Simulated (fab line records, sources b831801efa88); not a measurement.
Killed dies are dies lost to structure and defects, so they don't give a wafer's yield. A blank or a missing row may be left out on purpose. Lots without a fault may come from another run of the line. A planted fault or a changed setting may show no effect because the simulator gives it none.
Chamber matching | flow gf180mcu | GF_V4_CMP_26 on cmp-02: 4 sister chambers
The step polishes, stops on SiO2, t overpolish 15 s, target thk 0 nm. 4 wafers are shown with their chamber, then 7 later ones without.

WAFERS WITH THEIR CHAMBER
wafer  | chamber | motor_current_A (A)
L673.5 | 1       | 11.4
L681.1 | 3       | 10.4
L686.1 | 0       | 8.6
L686.4 | 2       | 11.8

WAFERS WITHOUT THEIR CHAMBER
wafer  | motor_current_A (A)
L686.6 | 11.6
L689.4 | 11.3
L689.5 | 12.2
L689.6 | 11.6
L691.1 | 11.7
L691.2 | 10.8
L691.5 | 11.8

WHICH CHAMBER EACH WENT THROUGH
wafer  | from the rows above     | in truth
L686.6 | can't be placed: 1 or 2 | 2
L689.4 | can't be placed: 1 or 2 | 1
L689.5 | can't be placed: 2 or 1 | 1
L689.6 | can't be placed: 1 or 2 | 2
L691.1 | can't be placed: 2 or 1 | 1
L691.2 | can't be placed: 3 or 1 | 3
L691.5 | can't be placed: 2 or 1 | 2
Placed correctly: 0 of 7. Can't be placed from these rows: 7 (the true chamber is among the candidates in 7). Placed wrongly: 0.
How it was worked out, from the rows above alone: a wafer's distance from a chamber is the root of the sum, over the readings, of the square of ((its reading less the chamber's mean) divided by the reading's scatter). The wafer belongs to the nearest chamber; if the next one is less than 2 further off, it can't be placed. A chamber's mean is the mean of its shown wafers. The scatter: with one shown wafer a chamber, the root of the mean of the squares of how far each hidden wafer lies from its nearest shown one.
